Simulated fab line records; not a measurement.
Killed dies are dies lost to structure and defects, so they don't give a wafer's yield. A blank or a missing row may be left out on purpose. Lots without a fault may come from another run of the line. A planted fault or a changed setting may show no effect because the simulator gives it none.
Chamber matching ; flow sky130 ; cmp-02 running SKY_VIA2_CMP_02: 4 sister chambers
The step polishes SiO2. 14 wafers are shown with their chamber, then 7 later ones without.

== WAFERS PAIRED WITH THEIR CHAMBERS ==
wafer;chamber;motor current A (A)
L301.1;1;12.0
L301.5;1;10.8
L301.6;2;11.3
L303.1;0;14.7
L303.4;3;12.2
L303.6;0;15.4
L317.3;3;12.8
L317.4;1;11.3
L317.6;1;11.3
L318.4;3;11.7
L318.5;0;14.4
L318.6;1;11.8
L320.2;3;12.2
L320.3;0;14.6

SIGNATURES (means of the wafers above)
reading;chamber 0;chamber 1;chamber 2;chamber 3;scatter within a chamber
motor current A;14.775;11.440;11.300;12.225;0.455
Rule: a wafer lies at a distance from a chamber equal to the root of the sum of squares, over the readings, of (its reading less the chamber's mean, divided by the reading's scatter). The wafer belongs to the nearest chamber; if the next one is less than 2 further off, it can't be placed. The scatter: take each reading less its chamber's mean, square it, sum over the shown wafers, divide by the number of wafers less the number of chambers, and take the root.

== WAFERS MISSING THEIR CHAMBER ==
wafer;motor current A (A)
L320.6;11.2
L321.2;11.4
L321.3;12.2
L321.5;12.5
L323.2;14.5
L323.3;11.8
L323.5;14.6

== WHICH CHAMBER EACH WENT THROUGH ==
wafer;from the rows above;in truth
L320.6;can't be placed: 2 or 1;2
L321.2;can't be placed: 1 or 2 or 3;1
L321.3;can't be placed: 3 or 1 or 2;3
L321.5;can't be placed: 3 or 1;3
L323.2;0;0
L323.3;can't be placed: 1 or 3 or 2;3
L323.5;0;0
Correct placement for 2 of the 7. Cannot be placed on the basis of these rows: 5; the candidates contain the true chamber in 5. Wrongly placed: 0.
